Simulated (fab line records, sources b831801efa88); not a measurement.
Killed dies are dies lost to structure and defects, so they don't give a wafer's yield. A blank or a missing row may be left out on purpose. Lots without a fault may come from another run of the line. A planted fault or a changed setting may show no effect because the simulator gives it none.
A struck lot beside a sound one | flow sky130 | 15 steps out of a route of 708
Sound: wafers L216.4, L216.5, L216.6. Struck: wafers L210.3, L210.4, L210.6. The cause comes at the end.
At each step with rows: each side's tool, then ch and its chambers, then its first start. Under that, the readings that differ: sound wafers | struck wafers | difference of the means | sigmas: that difference in standard deviations of wafers without a fault.
alike: readings whose means differ by less than 2 such deviations, and words and numbers that are the same on both sides. not compared: withheld readings, readings that some wafer has no value for, bounds like >300 that may hide the same value, and numbers for which the record gives no deviation and whose values overlap.
The two part at a step that has a row with sigmas, a row that says differs or no value, or rows on one side only. Numbers that don't overlap but have no deviation are shown without sigmas and don't part them. A reading that every wafer of one side lacks parts them only if that side has two wafers or more.

first, 1 step without rows for these wafers: SKY_PWDE_IMPLANT_08.
SKY_PWDE_STRIP_09: strips in O2/N2.
  sound on plasma_asher-03 ch 0,1, day 7 12:07; struck on plasma_asher-01 ch 0,1, day 5 19:23
  alike: chamber_pressure_mTorr, drypump_motor_current_A, oes_product_au, strip_time_to_endpoint_s
  not compared: rf_hours_counter_h
SKY_PWDE_TW_MEAS_10:
  sound on film_metro-03, day 7 12:13; struck on film_metro-03, day 5 19:28
  alike: PWDE_TW
then, 7 steps without rows for these wafers: SKY_NWELL_DEHYDRATE_03 (time 60 s); SKY_NWELL_HMDS_04 (prime time 60 s); SKY_NWELL_COAT_05 (resist thk 3000 nm); SKY_NWELL_SOFTBAKE_06; SKY_NWELL_EXPOSE_07 (exposes mask NWM, target cd 840 nm); SKY_NWELL_PEB_08; SKY_NWELL_DEVELOP_09 (develop time 60 s).
SKY_NWELL_OVL_MEAS_10:
  sound on overlay-01, day 8 09:05; struck on overlay-02, day 6 13:04
  alike: NWELL_00_OVL
then, 1 step without rows for these wafers: SKY_NWELL_IMPLANT_11.
SKY_NWELL_IMPLANT_12:
  sound on implanter-02 ch 0, day 8 09:20; struck on implanter-03 ch 0, day 6 13:17
  reading                  | sound                | struck            | difference | sigmas
  beam_energy_keV          | 119.98 119.95 120.02 | 94.81 94.85 94.78 | -25.17     | -99 or more
  model.implant.rp_nm (nm) | 145.5 145.5 145.5    | 116.2 116.2 116.2 | -29.3      |
  alike: faraday_current_uA
then, 1 step without rows for these wafers: SKY_NWELL_IMPLANT_13.
-- the record jumps here: 42 days lie between the struck wafers' starts before and after (it left off in module NWELL and takes up again in module PAD_OPEN, whose first step shown is number 708 of the route) --
SKY_PAD_OPEN_PROBE_99:
  sound on prober-01, day 49 19:23; struck on prober-02, day 48 05:32
  reading                                   | sound                   | struck                 | difference | sigmas
  model.etest.pfet_g5v0d10v5.r_on_ohm_um    | 4802 4656 4761          | 4934 4973 4970         | +219       |
  model.etest.pfet_g5v0d10v5.drive_ua_um    | 341.9 347.4 340.7       | 330.1 327.9 323        | -16.3      |
  model.etest.pfet_01v8_lvt.drive_ua_um     | 174 177.6 173.2         | 161.1 161.5 159.7      | -14.2      |
  model.etest.pfet_01v8_lvt.off_log10_a_um  | -8.973 -8.796 -9.078    | -10.12 -10.2 -10.38    | -1.28      |
  model.etest.pfet_g5v0d10v5.off_log10_a_um | -12.49 -12.23 -12.67    | -13.44 -13.54 -13.44   | -1.01      |
  model.etest.pfet_g5v0d10v5.vt_sat_v (V)   | -0.6392 -0.6025 -0.6344 | -0.7499 -0.7557 -0.768 | -0.1325    |
  model.etest.pfet_16v.vt_v (V)             | -1.091 -1.091 -1.096    | -1.215 -1.21 -1.212    | -0.120     |
  model.etest.pfet_g5v0d10v5.vt_v (V)       | -0.8405 -0.8081 -0.8303 | -0.9257 -0.9326 -0.943 | -0.1075    |
  alike: killed_at_M0_to_M3, killed_at_M4_up, killed_at_contacts, killed_at_front_end, killed_at_other, killed_dies, killed_open, killed_short

WHERE THEY PART
Only at SKY_NWELL_IMPLANT_12, within this record. Later steps at which nothing parts them and some readings are alike: SKY_PAD_OPEN_PROBE_99.

WHY: what the simulator had put in
Process parameter drift: implanter-03, from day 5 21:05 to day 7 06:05, at SKY_NWELL_IMPLANT_12. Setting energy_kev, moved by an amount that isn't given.
